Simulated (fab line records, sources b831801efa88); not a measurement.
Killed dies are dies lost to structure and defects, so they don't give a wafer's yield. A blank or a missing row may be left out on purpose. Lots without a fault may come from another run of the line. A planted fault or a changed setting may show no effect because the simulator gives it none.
fab line records | flow sky130
record lots=6 wafers=18 last_day=49
route steps=708 shown PWDE@46 NWELL@56 PAD_OPEN@708
lots that met no fault: from a run of the same line without faults
start_h: hours from the record's first day to the start of the lot's first wafer shown | wait_h: hours since the lot's step before | " the same as in the row above | L1.1+2: a row that stands for several wafers | - no value, or no start given | * or withheld: withheld | < > ~ a bound
route shown NAME@n: a module of which the file shows steps, and the number in the route of the first | usual: mean/standard deviation of fault-free wafers | same: alike in all rows | chamber/n: place in a boat | sites: the reading at each site | _std_site: their standard deviation | _edge_site: outer sites' mean less inner sites' | radius_mm: how far each site lies from the wafer's centre | mask NAME#n: copy n | behind: the tool/chamber that last shaped the wafer | hold: why the lot was held/for how many hours/how that ended | device: the transistor (n, p or np) that didn't switch | end of line: the same wafers' tests at the end of the route | a step without rows: its recipe alone | killed: dies lost to structure and defects at the first sort, not the wafer's yield | map: a wafer's dies, x killed, . not, _ none there
set.NAME: the setting as run; set.NAME@STEP: as run at that earlier step | model.NAME: the simulator's own value behind a step, which no gauge read
lots at some steps of the route; a table a step, a row a wafer
services: from which hour (start_h, from the record's first day; less than 0 if before it) a tool's chamber was out of use, for how many hours, and why
## steps
# step SKY_PWDE_HMDS_01
# recipe prime_time_s=60 prime_temp_c=120
# step SKY_PWDE_COAT_02
# recipe spin_rpm=2000 resist_thk_nm=3000
# step SKY_PWDE_SOFTBAKE_03
# recipe temp_c=110 time_s=withheld
# step SKY_PWDE_EXPOSE_04
# recipe mask_id=PWDEM na=0.6 source_shape=conventional sigma_outer=0.6 polarization=unpolarized target_cd_nm=840 dose_mj=214
# step SKY_PWDE_PEB_05
# recipe temp_c=115 time_s=withheld
# step SKY_PWDE_DEVELOP_06
# recipe wall_angle_deg=90 developer=TMAH develop_time_s=60 dev_temp_c=23
# step SKY_PWDE_OVL_MEAS_07
# usual PWDE_OVL=-1.3/1.3
# columns lot.wafer tool chamber start_h wait_h PWDE_OVL[nm]
L699.1 overlay-01 - 81.73 - -2.8
L699.2 " - " " -2.4
L699.4 " - " " -3.1
L702.4 overlay-02 - 103.20 - 0.5
L702.5 " - " " 0.7
L702.6 " - " " 0.9
L708.2 overlay-02 - 135.42 - -2.6
L708.3 " - " " -2.9
L708.5 " - " " -1.8
L710.1 overlay-01 - 143.25 - 0.1
L710.3 " - " " -0.3
L710.4 " - " " -1.2
L711.1 overlay-02 - 147.68 - -2.2
L711.4 " - " " -1.6
L711.5 " - " " -2.4
L714.1 overlay-02 - 162.58 - -0.6
L714.4 " - " " 1.9
L714.6 " - " " -0.8
# step SKY_PWDE_IMPLANT_08
# recipe species=B energy_kev=150 dose_cm2=3.6e+12 tilt_deg=withheld
# step SKY_PWDE_STRIP_09
# recipe chemistry=O2/N2 power_w=1400 pressure_mtorr=1500 platen_temp_c=withheld o2_flow_sccm=3000 n2_flow_sccm=300 overash_fraction=0.5
# usual drypump_motor_current_A=5.9/0.41 oes_product_au=0.722/0.0044 strip_time_to_endpoint_s=36.91/0.079
# columns lot.wafer tool chamber start_h wait_h drypump_motor_current_A oes_product_au rf_hours_counter_h strip_time_to_endpoint_s
L699.1 plasma_asher-04 0 81.92 0.1 5.6 0.723 28 36.85
L699.2 " 1 " " 6.0 0.725 28 36.81
L699.4 " 1 " " 6.0 0.722 - 36.91
L702.4 plasma_asher-02 0 103.40 0.1 6.6 0.724 - 36.91
L702.5 " 1 " " 5.8 0.730 - 36.92
L702.6 " 0 " " 6.6 0.719 - 36.91
L708.2 plasma_asher-03 1 135.60 0.1 6.4 0.729 46 36.86
L708.3 " 0 " " 5.4 0.723 - 36.91
L708.5 " 1 " " 6.4 0.719 - 36.85
L710.1 plasma_asher-03 1 143.44 0.1 6.3 0.718 46 36.91
L710.3 " 1 " " 6.3 0.723 - 36.85
L710.4 " 0 " " 5.4 0.718 - 36.87
L711.1 plasma_asher-03 1 147.87 0.1 6.4 0.716 47 36.84
L711.4 " 1 " " 6.4 0.719 - 36.81
L711.5 " 0 " " 5.4 0.720 - 36.85
L714.1 plasma_asher-03 0 162.77 0.1 5.4 0.716 48 36.86
L714.4 " 0 " " 5.4 0.727 - 36.89
L714.6 " 1 " " 6.4 0.723 - 36.81
# step SKY_PWDE_TW_MEAS_10
# usual PWDE_TW=376/3.4
# columns lot.wafer tool chamber start_h wait_h PWDE_TW
L699.1 film_metro-03 - 82.02 0.1 378
L699.2 " - " " 377
L699.4 " - " " 377
L702.4 film_metro-01 - 103.50 0.1 378
L702.5 " - " " 376
L702.6 " - " " 376
L708.2 film_metro-04 - 135.71 0.1 373
L708.3 " - " " 374
L708.5 " - " " 373
L710.1 film_metro-04 - 143.54 0.1 371
L710.3 " - " " 371
L710.4 " - " " 370
L711.1 film_metro-04 - 147.97 0.1 367
L711.4 " - " " 369
L711.5 " - " " 369
L714.1 film_metro-03 - 162.87 0.1 377
L714.4 " - " " 376
L714.6 " - " " 377
# step SKY_NWELL_DEHYDRATE_03
# recipe temp_c=200 time_s=60
# step SKY_NWELL_HMDS_04
# recipe prime_time_s=60 prime_temp_c=120
# step SKY_NWELL_COAT_05
# recipe spin_rpm=2000 resist_thk_nm=3000
# columns lot.wafer tool chamber start_h wait_h model.coat_of_NWELL_COAT_05.thk_nm
L699.1 litho_track-03 0 89.80 0.1 2997
L699.2 " 0 " " 3002
L699.4 " 0 " " 3000
L702.4 litho_track-01 0 112.17 0.1 3008
L702.5 " 0 " " 3005
L702.6 " 0 " " 3007
L708.2 litho_track-01 0 144.32 0.1 2990
L708.3 " 0 " " 2991
L708.5 " 0 " " 2992
L710.1 litho_track-01 0 152.60 0.1 1794
L710.3 " 0 " " 1793
L710.4 " 0 " " 3008
L711.1 litho_track-02 0 157.63 0.1 2993
L711.4 " 0 " " 2998
L711.5 " 0 " " 2995
L714.1 litho_track-01 0 172.45 0.1 1797
L714.4 " 0 " " 3016
L714.6 " 0 " " 3014
# step SKY_NWELL_SOFTBAKE_06
# recipe temp_c=110 time_s=withheld
# step SKY_NWELL_EXPOSE_07
# recipe mask_id=NWM na=0.6 source_shape=conventional sigma_outer=0.6 polarization=unpolarized target_cd_nm=840 dose_mj=255
# step SKY_NWELL_PEB_08
# recipe temp_c=115 time_s=withheld
# step SKY_NWELL_DEVELOP_09
# recipe wall_angle_deg=90 developer=TMAH develop_time_s=60 dev_temp_c=23
# same develop_time_s=60
# columns lot.wafer tool chamber start_h wait_h model.coat_of_NWELL_COAT_05.thk_nm
L699.1 litho_track-03 0 - - 2993
L699.2 " 0 " " 2998
L699.4 " 0 " " 2996
L702.4+6 litho_track-02 0 - - 3003
L702.5 " 0 " " 3001
L708.2 litho_track-02 0 - - 2986
L708.3 " 0 " " 2987
L708.5 " 0 " " 2988
L710.1+3 litho_track-02 0 - - 1789
L710.4 " 0 " " 3004
L711.1 litho_track-02 0 - - 2988
L711.4 " 0 " " 2994
L711.5 " 0 " " 2991
L714.1 litho_track-03 0 - - 1793
L714.4 " 0 " " 3012
L714.6 " 0 " " 3009
# step SKY_NWELL_OVL_MEAS_10
# usual NWELL_00_OVL=0.5/1.3
# columns lot.wafer tool chamber start_h wait_h NWELL_00_OVL[nm]
L699.1 overlay-01 - 99.30 - -0.1
L699.2 " - " " 1.9
L699.4 " - " " 1.3
L702.4 overlay-01 - 122.25 - 2.3
L702.5 " - " " 0.3
L702.6 " - " " 0.2
L708.2 overlay-02 - 154.34 - 1.1
L708.3 " - " " 0.1
L708.5 " - " " 0.3
L710.1 overlay-01 - 162.93 - -1.6
L710.3 " - " " 1.0
L710.4 " - " " 0.3
L711.1 overlay-01 - 168.33 - -0.4
L711.4 " - " " 0.7
L711.5 " - " " 0.7
L714.1 overlay-01 - 183.70 - 1.8
L714.4 " - " " 1.1
L714.6 " - " " 1.4
# step SKY_NWELL_IMPLANT_11
# recipe species=P energy_kev=400 dose_cm2=1.9e+13 tilt_deg=withheld
# step SKY_NWELL_IMPLANT_12
# recipe species=P energy_kev=120 dose_cm2=1.3e+12 tilt_deg=withheld
# step SKY_NWELL_IMPLANT_13
# recipe species=P energy_kev=50 dose_cm2=7e+11 tilt_deg=withheld
# step SKY_NWELL_STRIP_14
# recipe chemistry=O2/N2 power_w=1400 pressure_mtorr=1500 platen_temp_c=withheld o2_flow_sccm=3000 n2_flow_sccm=300 overash_fraction=0.5
# usual drypump_motor_current_A=5.6/0.62 oes_product_au=0.723/0.0048 strip_time_to_endpoint_s=36.94/0.095
# columns lot.wafer tool chamber start_h wait_h drypump_motor_current_A oes_product_au rf_hours_counter_h strip_time_to_endpoint_s
L699.1 plasma_asher-01 0 99.79 0.1 4.9 0.718 43 36.89
L699.2 " 1 " " 4.8 0.721 43 36.93
L699.4 " 0 " " 5.0 0.725 - 36.91
L702.4 plasma_asher-02 0 122.75 0.1 6.5 0.725 - 36.98
L702.5 " 0 " " 6.6 0.721 - 36.98
L702.6 " 1 " " 5.8 0.727 - 36.99
L708.2 plasma_asher-04 0 154.82 0.1 5.6 0.720 35 36.79
L708.3 " 0 " " 5.7 0.724 - 36.83
L708.5 " 0 " " 5.6 0.719 - 36.81
L710.1 plasma_asher-01 0 163.42 0.1 5.0 0.717 4 22.91
L710.3 " 0 " " 5.0 0.715 - 22.91
L710.4 " 1 " " 4.8 0.723 - 37.01
L711.1 plasma_asher-02 1 168.82 0.1 5.8 0.719 45 36.83
L711.4 " 0 " " 6.5 0.720 - 36.87
L711.5 " 0 " " 6.5 0.732 - 36.84
L714.1 plasma_asher-02 0 184.19 0.1 6.6 0.719 47 22.97
L714.4 " 1 " " 5.7 0.720 - 37.13
L714.6 " 0 " " 6.6 0.723 - 37.07
# step SKY_NWELL_TW_MEAS_15
# usual NWELL_TW=1820/19
# columns lot.wafer tool chamber start_h wait_h NWELL_TW
L699.1 film_metro-01 - 99.89 0.1 1829
L699.2 " - " " 1836
L699.4 " - " " 1836
L702.4 film_metro-04 - 122.85 0.1 1808
L702.5 " - " " 1809
L702.6 " - " " 1815
L708.2 film_metro-01 - 154.93 0.1 1856
L708.3 " - " " 1844
L708.5 " - " " 1855
L710.1 film_metro-04 - 163.52 0.1 1794
L710.3 " - " " 1787
L710.4 " - " " 1803
L711.1 film_metro-01 - 168.92 0.1 1845
L711.4 " - " " 1846
L711.5 " - " " 1849
L714.1 film_metro-01 - 184.29 0.1 1851
L714.4 " - " " 1844
L714.6 " - " " 1845
# step SKY_PAD_OPEN_PROBE_99
# usual killed_at_M0_to_M3=43/7.7 killed_at_M4_up=3.1/1.7 killed_at_contacts=23/4.8 killed_at_front_end=15/4.5 killed_at_other=0.3/0.58 killed_dies=85/10 killed_open=46/7.5 killed_short=38/6.5
# same gross_dies=492 killed_at_back_side=0
# columns lot.wafer tool chamber start_h wait_h killed_at_M0_to_M3 killed_at_M4_up killed_at_contacts killed_at_front_end killed_at_other killed_dies killed_open killed_short model.etest.pfet_16v.r_on_ohm_um model.etest.nfet_16v.r_on_ohm_um model.etest.res_nwell.line_ohm_um model.etest.res_nwell.width_nm model.etest.res_iso_pwell.width_nm model.etest.pfet_16v.drive_ua_um model.etest.iso_nwell_nwell.leak_log10_a_um
L699.1 prober-01 - 1087.69 0.1 42 5 21 10 0 78 47 31 1.523e+04 1.389e+04 1121 845.1 2640 244.4 -13.54
L699.2 prober-01 - 1087.74 0.1 42 0 26 18 0 86 46 40 1.532e+04 1.404e+04 1136 838.2 2664 243 -13.65
L699.4 prober-01 - 1087.84 0.2 44 4 29 12 0 89 52 36 1.502e+04 1.395e+04 1109 839.9 2648 244.3 -13.58
L702.4 prober-02 - 1113.88 0.2 49 6 27 18 0 100 52 48 1.513e+04 1.396e+04 1224 826.5 2645 242.4 -13.9
L702.5 prober-02 - 1113.93 0.2 44 4 30 20 0 98 52 46 1.516e+04 1.394e+04 1200 826.9 2648 238.7 -13.84
L702.6 prober-02 - 1113.98 0.2 46 4 27 12 0 89 51 38 1.547e+04 1.408e+04 1248 822.5 2644 239.4 -13.86
L708.2 prober-01 - 1146.56 0.1 35 1 28 18 0 82 52 30 1.529e+04 1.378e+04 1223 832.1 2660 242.1 -13.87
L708.3 prober-01 - 1146.61 0.2 40 5 23 16 0 84 45 38 1.525e+04 1.364e+04 1240 832.5 2645 243.5 -13.91
L708.5 prober-01 - 1146.71 0.2 45 4 13 20 1 83 36 46 1.54e+04 1.391e+04 1226 825.7 2671 241.9 -13.84
L710.1 prober-01 - 1157.75 0.1 54 2 23 15 0 94 47 47 1.594e+04 1.358e+04 1013 918.5 2609 228.5 -13.51
L710.3 prober-01 - 1157.85 0.2 40 5 21 16 0 82 42 40 1.576e+04 1.342e+04 997.7 914.8 2595 229.5 -13.55
L710.4 prober-01 - 1157.90 0.2 48 4 17 15 0 84 50 34 1.504e+04 1.401e+04 1119 823.9 2656 243.7 -13.86
L711.1 prober-02 - 1159.29 0.1 51 2 24 28 0 105 57 48 1.525e+04 1.372e+04 1118 820.1 2659 240.4 -13.79
L711.4 prober-02 - 1159.44 0.2 49 1 23 16 0 89 52 37 1.543e+04 1.389e+04 1152 815.4 2656 235.2 -13.95
L711.5 prober-02 - 1159.49 0.2 48 8 28 21 0 105 54 51 1.525e+04 1.381e+04 1118 823.4 2658 238.8 -13.88
L714.1 prober-01 - 1173.68 0.1 39 6 25 21 0 91 54 37 1.602e+04 1.356e+04 1037 942 2575 230.5 -12.9
L714.4 prober-01 - 1173.83 0.2 36 2 28 13 0 79 38 41 1.536e+04 1.394e+04 1140 850.2 2642 243.7 -13.57
L714.6 prober-01 - 1173.93 0.2 44 3 21 13 0 81 40 41 1.554e+04 1.395e+04 1141 848.7 2631 242.5 -13.47
# killed by level:class
L699.1 VIA1:geometric_particle:open=11 LI_CONTACT:geometric_particle:open=7 CONTACT:geometric_particle:open=6 METAL2:geometric_particle:short=5 VIA3:geometric_particle:open=5 VIA2:geometric_particle:open=5 VIA1:geometric_particle:short=4 FIELD_ISO:geometric_particle:short=3
L699.2 CONTACT:geometric_particle:open=11 VIA1:geometric_particle:open=10 VIA1:geometric_particle:short=7 METAL2:geometric_particle:short=6 VIA3:geometric_particle:open=6 POLY_GATE:geometric_particle:open=5 LI_CONTACT:geometric_particle:open=5 CONTACT:geometric_particle:short=5
L699.4 CONTACT:geometric_particle:open=13 VIA1:geometric_particle:open=9 VIA2:geometric_particle:open=9 LI_CONTACT:geometric_particle:open=5 CONTACT:geometric_particle:short=5 METAL1:geometric_particle:short=5 VIA1:geometric_particle:short=5 VIA3:geometric_particle:short=5
L702.4 METAL2:geometric_particle:short=10 VIA1:geometric_particle:open=10 CONTACT:geometric_particle:open=9 FIELD_ISO:geometric_particle:short=8 LI_CONTACT:geometric_particle:open=8 VIA2:geometric_particle:open=7 CONTACT:geometric_particle:short=5 METAL1:geometric_particle:short=5
L702.5 CONTACT:geometric_particle:open=13 VIA1:geometric_particle:open=11 METAL2:geometric_particle:short=7 POLY_GATE:geometric_particle:short=6 LOCAL_INTERCONNECT:geometric_particle:short=6 VIA1:geometric_particle:short=6 CONTACT:geometric_particle:short=4 FIELD_ISO:geometric_particle:open=4
L702.6 VIA1:geometric_particle:open=11 CONTACT:geometric_particle:open=10 LI_CONTACT:geometric_particle:open=8 VIA3:geometric_particle:open=6 LI_CONTACT:geometric_particle:short=5 METAL1:geometric_particle:short=5 VIA1:geometric_particle:short=5 POLY_GATE:geometric_particle:open=4
L708.2 LI_CONTACT:geometric_particle:open=11 CONTACT:geometric_particle:open=9 VIA1:geometric_particle:open=9 FIELD_ISO:geometric_particle:open=6 FIELD_ISO:geometric_particle:short=5 VIA3:geometric_particle:open=5 VIA1:geometric_particle:short=4 CONTACT:geometric_particle:short=4
L708.3 CONTACT:geometric_particle:open=10 VIA3:geometric_particle:open=8 VIA1:geometric_particle:open=7 METAL4:geometric_particle:short=5 FIELD_ISO:geometric_particle:open=4 LOCAL_INTERCONNECT:geometric_particle:short=4 CONTACT:geometric_particle:short=4 VIA2:geometric_particle:open=4
L708.5 METAL1:geometric_particle:short=11 VIA1:geometric_particle:open=10 VIA3:geometric_particle:open=6 POLY_GATE:geometric_particle:short=5 VIA2:geometric_particle:short=4 CONTACT:geometric_particle:open=4 CONTACT:geometric_particle:short=4 METAL3:geometric_particle:short=4
L710.1 VIA1:geometric_particle:open=12 METAL1:geometric_particle:short=8 METAL2:geometric_particle:short=8 LI_CONTACT:geometric_particle:open=5 LOCAL_INTERCONNECT:geometric_particle:short=5 CONTACT:geometric_particle:open=5 METAL3:geometric_particle:short=5 VIA3:geometric_particle:open=5
L710.3 VIA1:geometric_particle:open=12 CONTACT:geometric_particle:open=6 METAL2:geometric_particle:short=6 VIA3:geometric_particle:open=6 LI_CONTACT:geometric_particle:open=5 LOCAL_INTERCONNECT:geometric_particle:short=5 FIELD_ISO:geometric_particle:open=4 POLY_GATE:geometric_particle:short=4
L710.4 VIA1:geometric_particle:open=15 CONTACT:geometric_particle:open=8 POLY_GATE:geometric_particle:open=5 LI_CONTACT:geometric_particle:open=5 METAL3:geometric_particle:short=5 METAL1:geometric_particle:short=5 METAL2:geometric_particle:short=5 FIELD_ISO:geometric_particle:open=4
L711.1 VIA1:geometric_particle:open=13 CONTACT:geometric_particle:open=11 POLY_GATE:geometric_particle:short=10 METAL1:geometric_particle:short=9 VIA3:geometric_particle:open=8 FIELD_ISO:geometric_particle:short=6 POLY_GATE:geometric_particle:open=6 VIA2:geometric_particle:open=6
L711.4 CONTACT:geometric_particle:open=8 VIA1:geometric_particle:short=8 VIA2:geometric_particle:open=8 VIA3:geometric_particle:open=8 POLY_GATE:geometric_particle:open=6 LI_CONTACT:geometric_particle:open=6 VIA1:geometric_particle:open=5 METAL2:geometric_particle:short=4
L711.5 VIA1:geometric_particle:open=10 LI_CONTACT:geometric_particle:open=10 CONTACT:geometric_particle:open=7 METAL1:geometric_particle:short=7 VIA2:geometric_particle:open=7 POLY_GATE:geometric_particle:short=6 METAL2:geometric_particle:short=6 POLY_GATE:geometric_particle:open=5
L714.1 VIA1:geometric_particle:open=11 LI_CONTACT:geometric_particle:open=8 FIELD_ISO:geometric_particle:open=7 METAL2:geometric_particle:short=7 CONTACT:geometric_particle:open=6 METAL1:geometric_particle:short=6 LOCAL_INTERCONNECT:geometric_particle:short=5 VIA2:geometric_particle:open=5
L714.4 CONTACT:geometric_particle:short=13 VIA1:geometric_particle:open=9 FIELD_ISO:geometric_particle:open=6 CONTACT:geometric_particle:open=6 LOCAL_INTERCONNECT:geometric_particle:short=4 METAL1:geometric_particle:short=4 VIA1:geometric_particle:short=4 METAL2:geometric_particle:short=4
L714.6 VIA2:geometric_particle:open=9 LOCAL_INTERCONNECT:geometric_particle:short=7 LI_CONTACT:geometric_particle:open=6 METAL1:geometric_particle:short=6 CONTACT:geometric_particle:open=6 VIA3:geometric_particle:open=6 VIA3:geometric_particle:short=5 VIA1:geometric_particle:open=4
## services
# columns tool chamber start_h hours kind
plasma_asher-01 - 108.75 9.0 pm
plasma_asher-01 0 108.75 9.0 vent_cycle
plasma_asher-01 1 108.75 9.0 vent_cycle
plasma_asher-01 0 117.75 - clean
plasma_asher-01 1 117.75 - clean
plasma_asher-03 - 174.84 2.8 pm
## key
first_sign step=SKY_NWELL_STRIP_14 reading=strip_time_to_endpoint_s direction=down sigmas=99+ usual=* struck=*
effect none on later readings
model_effect step=SKY_NWELL_COAT_05 value=coat_of_NWELL_COAT_05.thk_nm without=3003 struck=1795
model_effect step=SKY_NWELL_DEVELOP_09 value=coat_of_NWELL_COAT_05.thk_nm without=2999 struck=1790
model_effect step=SKY_PAD_OPEN_PROBE_99 value=etest.pfet_16v.r_on_ohm_um without=1.519e+04 struck=1.59e+04
met_at SKY_NWELL_COAT_05
struck_wafers L710.1,L710.3,L714.1
tester_left_out L710,L714
onset_between 144.32 152.60
fault kind=process_parameter_drift tool=litho_track-01 chamber=- onset_h=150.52 steps=SKY_NWELL_COAT_05 channel=resist_thk_nm offset=-1207.4 shape=step end_h=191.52 scope=struck_wafers_only acts_in=these_recipes_only stated=3000
# tester_left_out: of these lots the tester's yield and bins aren't shown, on N5 and GAA mostly nor the transistor test; their killed dies are dies lost to structure and defects alone, not to doping, threshold or leakage, so they don't give the yield
